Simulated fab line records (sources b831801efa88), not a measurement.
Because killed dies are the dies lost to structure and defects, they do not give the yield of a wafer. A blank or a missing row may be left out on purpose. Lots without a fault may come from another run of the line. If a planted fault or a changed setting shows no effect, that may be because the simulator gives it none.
Struck lot and sound lot, side by side | flow sky130 | 16 out of 708 route steps
Sound: these wafers, L521.3, L521.5, L521.6. Struck: wafers L511.1, L511.3, L511.5. The cause is named last.
At each step with rows: each side's tool, then ch and its chambers, then its first start. Under that, the readings that differ: sound wafers | struck wafers | difference of the means | sigmas: that difference in standard deviations of wafers without a fault.
alike: same words and numbers on both sides, and readings whose means sit less than 2 such deviations apart. not compared: any withheld reading, any reading some wafer has no value for, any bound like >300 that may hide the same value, and any number with overlapping values for which the record gives no deviation.
The two part at a step that has a row with sigmas, a row that says differs or no value, or rows on one side only. Non-overlapping numbers with no deviation appear without sigmas and do not part them. Lack of a reading on every wafer of one side parts them only where that side has two or more wafers.

first, 5 steps without rows for these wafers: SKY_SONOS_TUNNEL_COAT_02 (resist thk 1140 nm); SKY_SONOS_TUNNEL_SOFTBAKE_03 (time 60 s); SKY_SONOS_TUNNEL_EXPOSE_04 (exposes mask TUNM, target cd 410 nm); SKY_SONOS_TUNNEL_PEB_05; SKY_SONOS_TUNNEL_DEVELOP_06 (develop time 60 s).
SKY_SONOS_TUNNEL_CD_MEAS_07: target cd 410 nm.
  sound on cdSem-02 at day 17 01:19; struck on cdSem-02 at day 13 16:59
  alike: cdNm
SKY_SONOS_TUNNEL_OVL_MEAS_08:
  sound on overlay-01 at day 17 01:24; struck on overlay-02 at day 13 17:07
reading               | sound       | struck         | difference | sigmas
SONOS_TUNNEL_OVL (nm) | 1.4 1.9 1.9 | -2.8 -3.1 -2.9 | -4.7       | -3
then, 3 steps without rows for these wafers: SKY_SONOS_TUNNEL_IMPLANT_09; SKY_SONOS_TUNNEL_WET_ETCH_10 (etches SiO2 in dHF, target depth 14 nm, time 280 s); SKY_SONOS_TUNNEL_STRIP_11 (strips in SPM, time 600 s).
SKY_SONOS_TUNNEL_TW_MEAS_12:
  sound on filmMetro-01 at day 17 01:52; struck on filmMetro-02 at day 13 17:34
reading         | sound             | struck            | difference | sigmas
SONOS_TUNNEL_TW | 193.7 193.4 192.1 | 198.3 198.5 198.8 | +5.5       | +2
then, 1 step without rows for these wafers: SKY_SONOS_TUNNEL_CLEAN_13 (cleans in dHF, time 20 s).
SKY_SONOS_ONO_OXIDATION_00: stabilise 600 s, purge 300 s, target thk 2.6 nm.
  sound on furnace-02 ch 0, day 17 01:56; struck on furnace-01 ch 0, day 13 19:51
reading                                         | sound                | struck               | difference | sigmas
spikeTcBottomC (C)                              | 823.0 823.8 823.2    | 780.8 782.3 781.1    | -41.9      | -20
spikeTcCentreC (C)                              | 797.0 799.0 797.8    | 762.4 761.4 762.5    | -35.8      | -30
spikeTcLowerC (C)                               | 799.9 801.2 801.0    | 762.3 761.1 761.2    | -39.2      | -28
spikeTcTopC (C)                                 | 811.5 812.5 811.1    | 778.4 777.8 780.8    | -32.7      | -13
spikeTcUpperC (C)                               | 801.5 799.8 802.8    | 763.6 764.6 763.5    | -37.5      | -39
tubeCenterTempC (C)                             | 799.98 800.04 800.12 | 762.62 762.49 762.54 | -37.50     | -99 or more
tube_center_temp_C_max                          | 802.1 801.9 802.4    | 764.4 764.3 764.6    | -37.7      | -99 or more
zonePowerCentrePct (%)                          | 14.52 14.67 14.72    | 13.18 13.16 13.17    | -1.47      | -7
zonePowerLowerPct (%)                           | 14.2 14.0 13.9       | 11.5 11.3 11.5       | -2.6       | -4
zonePowerUpperPct (%)                           | 14.4 14.7 14.3       | 12.6 12.4 12.6       | -1.9       | -5
model.SiO2_of_SONOS_ONO_OXIDATION_00.thkNm (nm) | 2.569 2.626 2.619    | 1.466 1.47 1.488     | -1.130     | 
SKY_SONOS_ONO_THK_MEAS_01:
  sound on filmMetro-03 at day 17 03:18; struck on filmMetro-02 at day 13 21:12
reading                      | sound          | struck         | difference | sigmas
SONOS_ONO_OXIDATION_THK (nm) | 2.59 2.62 2.57 | 1.45 1.51 1.52 | -1.10      | -22
then, 1 step without rows for these wafers: SKY_SONOS_ONO_CVD_02 (deposits Si3N4 from DCS/NH3, target thk 10.5 nm, time 180 s).
-- record jumps: 34 days separate the struck wafers' starts on either side; left off in module SONOS_ONO, taken up again in module PAD_OPEN, whose first shown step is the route's number 708 --
SKY_PAD_OPEN_PROBE_99:
  sound on prober-01 at day 49 18:58; struck on prober-01 at day 47 18:08
reading                               | sound                   | struck                 | difference | sigmas
model.etest.sonosErased.driveUaUm     | 169.1 166 181.6         | 202.2 226.3 279.6      | +63.8      | 
model.etest.sonosUncharged.rOnOhmUm   | 838.6 839.1 826.7       | 776.5 785.2 785.4      | -52.4      | 
model.etest.capOno.gateLog10ACm2      | -8.025 -8.234 -8.288    | -6.54 -6.667 -6.725    | +1.54      | 
model.etest.capOno.gateBvV (V)        | 16.3 17.08 16.92        | 15.1 15.23 15.74       | -1.4       | 
model.etest.capOno.toxAccNm (nm)      | 13 13.11 13.19          | 11.74 11.9 11.99       | -1.22      | 
model.etest.sonosBaked.vtLessV (V)    | -0.4948 -0.4521 -0.4862 | -1.013 -0.9612 -0.8988 | -0.480     | 
model.etest.sonosErased.vtV (V)       | -2.223 -2.161 -2.159    | -2.674 -2.66 -2.69     | -0.494     | 
model.etest.pfetG5v0d10v5.offLog10AUm | -12.89 -12.91 -12.67    | -11.85 -11.95 -11.98   | +0.90      | 
  alike: killed_at_M0_to_M3, killed_at_M4_up, killedAtContacts, killedAtFrontEnd, killedAtOther, killedDies, killedOpen, killedShort

WHERE THEY PART
First at SKY_SONOS_TUNNEL_OVL_MEAS_08; last, within this record, at SKY_SONOS_ONO_THK_MEAS_01. Later steps at which nothing parts them and some readings are alike: SKY_PAD_OPEN_PROBE_99.

WHY: what had been put in by the simulator
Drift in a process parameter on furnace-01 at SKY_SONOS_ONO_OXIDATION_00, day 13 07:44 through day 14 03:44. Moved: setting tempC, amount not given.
